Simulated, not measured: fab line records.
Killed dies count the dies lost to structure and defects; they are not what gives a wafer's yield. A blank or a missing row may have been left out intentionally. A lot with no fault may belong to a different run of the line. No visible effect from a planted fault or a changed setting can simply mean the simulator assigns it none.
The tool behind it: which one? :: flow gf180mcu :: 13 lots, 39 wafers sampled, at 5 steps of a route of 602

== WHAT EACH GAUGE READ, for each wafer ==
GF_M3_RS_MEAS_05: the measuring method here is four-point-probe. Usual: for M3_ALCU_RS the level is 0.0693 ohm/sq and the standard deviation is 0.00094.
lot: L597
measured: day 20 08:22
on: film_metro-03
M3_ALCU_RS (ohm/sq): 0.0685 0.0689 0.0692
flag: 

lot: L598
measured: day 20 15:51
on: film_metro-04
M3_ALCU_RS (ohm/sq): 0.0694 0.0705 0.0706
flag: 

lot: L599
measured: day 21 05:08
on: film_metro-04
M3_ALCU_RS (ohm/sq): 0.0699 0.0688 0.0691
flag: 

lot: L600
measured: day 21 14:12
on: film_metro-04
M3_ALCU_RS (ohm/sq): 0.0693 0.0694 0.0695
flag: 

lot: L601
measured: day 21 22:45
on: film_metro-04
M3_ALCU_RS (ohm/sq): 0.0711 0.0692 0.0701
flag: 

lot: L604
measured: day 23 10:43
on: film_metro-04
M3_ALCU_RS (ohm/sq): 0.0694 0.0697 0.0704
flag: 

lot: L609
measured: day 24 21:51
on: film_metro-04
M3_ALCU_RS (ohm/sq): 0.0702 0.0689 0.0683
flag: 

lot: L610
measured: day 25 03:47
on: film_metro-03
M3_ALCU_RS (ohm/sq): 0.0674 0.0681 0.0677
flag: 

lot: L616
measured: day 26 21:11
on: film_metro-03
M3_ALCU_RS (ohm/sq): 0.0687 0.0688 0.0689
flag: 

lot: L617
measured: day 27 07:59
on: film_metro-04
M3_ALCU_RS (ohm/sq): 0.0709 0.0708 0.0705
flag: 

lot: L618
measured: day 27 13:55
on: film_metro-03
M3_ALCU_RS (ohm/sq): 0.0683 0.0676 0.0680
flag: 

lot: L619
measured: day 27 20:47
on: film_metro-04
M3_ALCU_RS (ohm/sq): 0.0688 0.0707 0.0713
flag: 

lot: L620
measured: day 28 02:02
on: film_metro-04
M3_ALCU_RS (ohm/sq): 0.0699 0.0690 0.0699
flag: 

GF_M3_CD_MEAS_14: target cd 280 nm. Usual: cd_nm 280.0 nm, standard deviation 1.3.
lot: L597
measured: day 21 08:29
on: cd_sem-01
cd_nm (nm): 280.1 281.1 279.4
flag: 

lot: L598
measured: day 21 16:01
on: cd_sem-01
cd_nm (nm): 281.4 282.1 281.0
flag: 

lot: L599
measured: day 22 04:43
on: cd_sem-01
cd_nm (nm): 279.7 281.3 279.6
flag: 

lot: L600
measured: day 22 14:13
on: cd_sem-01
cd_nm (nm): 278.8 279.9 280.4
flag: 

lot: L601
measured: day 22 22:44
on: cd_sem-02
cd_nm (nm): 282.4 282.6 281.8
flag: 

lot: L604
measured: day 24 09:15
on: cd_sem-02
cd_nm (nm): 280.1 279.9 279.5
flag: 

lot: L609
measured: day 25 19:42
on: cd_sem-02
cd_nm (nm): 280.9 279.4 279.7
flag: 

lot: L610
measured: day 26 00:31
on: cd_sem-02
cd_nm (nm): 281.6 281.7 282.1
flag: 

lot: L616
measured: day 27 16:34
on: cd_sem-01
cd_nm (nm): 278.6 278.7 279.0
flag: 

lot: L617
measured: day 28 03:29
on: cd_sem-01
cd_nm (nm): 280.9 282.0 281.2
flag: 

lot: L618
measured: day 28 09:14
on: cd_sem-01
cd_nm (nm): 282.2 281.7 281.3
flag: 

lot: L619
measured: day 28 16:29
on: cd_sem-01
cd_nm (nm): 279.2 278.4 279.1
flag: 

lot: L620
measured: day 28 21:32
on: cd_sem-01
cd_nm (nm): 279.8 278.8 279.5
flag: 

GF_V3_RS_MEAS_24: the measuring method here is four-point-probe. Usual: for V3_W_RS the level is 0.329 ohm/sq and the standard deviation is 0.0037.
lot: L597
measured: day 22 10:19
on: film_metro-02
V3_W_RS (ohm/sq): 0.327 0.325 0.328
flag: 

lot: L598
measured: day 22 18:33
on: film_metro-04
V3_W_RS (ohm/sq): 0.330 0.331 0.328
flag: 

lot: L599
measured: day 23 06:08
on: film_metro-02
V3_W_RS (ohm/sq): 0.332 0.330 0.330
flag: 

lot: L600
measured: day 23 15:56
on: film_metro-04
V3_W_RS (ohm/sq): 0.336 0.337 0.327
flag: 

lot: L601
measured: day 24 00:16
on: film_metro-02
V3_W_RS (ohm/sq): 0.328 0.334 0.324
flag: 

lot: L604
measured: day 25 09:59
on: film_metro-03
V3_W_RS (ohm/sq): 0.334 0.333 0.329
flag: 

lot: L609
measured: day 26 18:58
on: film_metro-03
V3_W_RS (ohm/sq): 0.328 0.329 0.326
flag: 

lot: L610
measured: day 26 23:37
on: film_metro-03
V3_W_RS (ohm/sq): 0.328 0.330 0.325
flag: 

lot: L616
measured: day 28 15:16
on: film_metro-02
V3_W_RS (ohm/sq): 0.328 0.323 0.323
flag: 

lot: L617
measured: day 29 02:41
on: film_metro-04
V3_W_RS (ohm/sq): 0.325 0.324 0.326
flag: 

lot: L618
measured: day 29 07:25
on: film_metro-03
V3_W_RS (ohm/sq): 0.328 0.329 0.329
flag: 

lot: L619
measured: day 29 13:37
on: film_metro-03
V3_W_RS (ohm/sq): 0.327 0.323 0.321
flag: 

lot: L620
measured: day 29 19:15
on: film_metro-02
V3_W_RS (ohm/sq): 0.336 0.331 0.333
flag: 

GF_PASSIVATION_THK_MEAS_01. Usual: for PASSIVATION_CVD_00_THK the level is 999 nm and the standard deviation is 15.
lot: L597
measured: day 28 03:17
on: film_metro-02
PASSIVATION_CVD_00_THK (nm): 987 1010 1006
flag: 

lot: L598
measured: day 28 11:50
on: film_metro-03
PASSIVATION_CVD_00_THK (nm): 993 1018 1009
flag: 

lot: L599
measured: day 28 20:54
on: film_metro-02
PASSIVATION_CVD_00_THK (nm): 986 1002 987
flag: 

lot: L600
measured: day 29 04:24
on: film_metro-03
PASSIVATION_CVD_00_THK (nm): 978 976 983
flag: 

lot: L601
measured: day 29 12:10
on: film_metro-02
PASSIVATION_CVD_00_THK (nm): 988 1020 995
flag: 

lot: L604
measured: day 30 16:21
on: film_metro-02
PASSIVATION_CVD_00_THK (nm): 1015 1019 1034
flag: 

lot: L609
measured: day 31 21:45
on: film_metro-02
PASSIVATION_CVD_00_THK (nm): 507 502 514
flag: OFF

lot: L610
measured: day 32 00:13
on: film_metro-02
PASSIVATION_CVD_00_THK (nm): 517 529 542
flag: OFF

lot: L616
measured: day 33 10:49
on: film_metro-02
PASSIVATION_CVD_00_THK (nm): 996 1002 1009
flag: 

lot: L617
measured: day 33 19:30
on: film_metro-02
PASSIVATION_CVD_00_THK (nm): 995 1004 993
flag: 

lot: L618
measured: day 34 03:52
on: film_metro-03
PASSIVATION_CVD_00_THK (nm): 989 994 1003
flag: 

lot: L619
measured: day 34 04:20
on: film_metro-02
PASSIVATION_CVD_00_THK (nm): 989 1001 999
flag: 

lot: L620
measured: day 34 09:09
on: film_metro-03
PASSIVATION_CVD_00_THK (nm): 997 990 1012
flag: 

== TOOL THAT RAN EACH LOT (tool first, then ch and the chambers of the sampled wafers, then the start) ==
lot: L597
GF_PASSIVATION_CVD_00: pecvd-04 ch 0,2, day 28 03:11

lot: L598
GF_PASSIVATION_CVD_00: pecvd-01 ch 0,1,2, day 28 11:46

lot: L599
GF_PASSIVATION_CVD_00: pecvd-03 ch 0,1, day 28 20:46

lot: L600
GF_PASSIVATION_CVD_00: pecvd-04 ch 0,1,2, day 29 04:19

lot: L601
GF_PASSIVATION_CVD_00: pecvd-03 ch 0,1,2, day 29 12:04

lot: L604
GF_PASSIVATION_CVD_00: pecvd-01 ch 0,1, day 30 16:16

lot: L609
GF_PASSIVATION_CVD_00: pecvd-04 ch 1,2, day 31 21:37

lot: L610
GF_PASSIVATION_CVD_00: pecvd-04 ch 0,2, day 32 00:07

lot: L616
GF_PASSIVATION_CVD_00: pecvd-01 ch 0,1, day 33 10:43

lot: L617
GF_PASSIVATION_CVD_00: pecvd-03 ch 0,2, day 33 19:25

lot: L618
GF_PASSIVATION_CVD_00: pecvd-01 ch 0,1,2, day 34 03:46

lot: L619
GF_PASSIVATION_CVD_00: pecvd-03 ch 0,1,2, day 34 04:14

lot: L620
GF_PASSIVATION_CVD_00: pecvd-01 ch 0,1,2, day 34 09:04
- GF_PASSIVATION_CVD_00: deposits SiO2 from TEOS, target thk 1000 nm, time 111.95 s.

== AS READ BY THE TOOLS THEMSELVES (means over the sampled wafers that have a number; for cases with no such wafer, the mark the record gives instead) ==
GF_PASSIVATION_CVD_00. Usual: heater_power_w 643 W, standard deviation 98.
lot: L597
tool: pecvd-04
heater_power_w (W): 697
flag: 

lot: L598
tool: pecvd-01
heater_power_w (W): 595
flag: 

lot: L599
tool: pecvd-03
heater_power_w (W): 610
flag: 

lot: L600
tool: pecvd-04
heater_power_w (W): 706
flag: 

lot: L601
tool: pecvd-03
heater_power_w (W): 586
flag: 

lot: L604
tool: pecvd-01
heater_power_w (W): 614
flag: 

lot: L609
tool: pecvd-04
heater_power_w (W): 635
flag: 

lot: L610
tool: pecvd-04
heater_power_w (W): 735
flag: 

lot: L616
tool: pecvd-01
heater_power_w (W): 574
flag: 

lot: L617
tool: pecvd-03
heater_power_w (W): 532
flag: 

lot: L618
tool: pecvd-01
heater_power_w (W): 608
flag: 

lot: L619
tool: pecvd-03
heater_power_w (W): 567
flag: 

lot: L620
tool: pecvd-01
heater_power_w (W): 628
flag: 

== THE ANSWER, worked out from the rows above alone ==
Rule: lot off if the mean of its wafers having a number is beyond 3 standard deviations from the usual mean. Also off: a lot with no number at a reading for which 4 or more lots have one. Any other lot the step has rows for is counted as sound. Order of review: gauges by route order, followed by the tools' own readings, for which a lot's mean as printed above is used. The first step at which some lot is off is used, and at that step the reading that is off furthest; a lot without a number counts as furthest.
Off: L609, L610, at GF_PASSIVATION_THK_MEAS_01 (PASSIVATION_CVD_00_THK).
A tool fits if, at a process step before that reading, it ran every lot that is off, and no sound lot after the first of them. Those tools and the gauges at GF_PASSIVATION_THK_MEAS_01 are tried in the same way. One fits: pecvd-04 at GF_PASSIVATION_CVD_00. Its last sound lot is L600 (day 29 04:19), its first lot that is off L609 (day 31 21:37): a fault that began between those two fits.

== WHAT THE SIMULATOR HAD INSERTED ==
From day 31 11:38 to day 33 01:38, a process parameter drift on pecvd-04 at GF_PASSIVATION_CVD_00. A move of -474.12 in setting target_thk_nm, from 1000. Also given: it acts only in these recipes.
Lots struck among those shown: L609, L610. The rule above found the same.
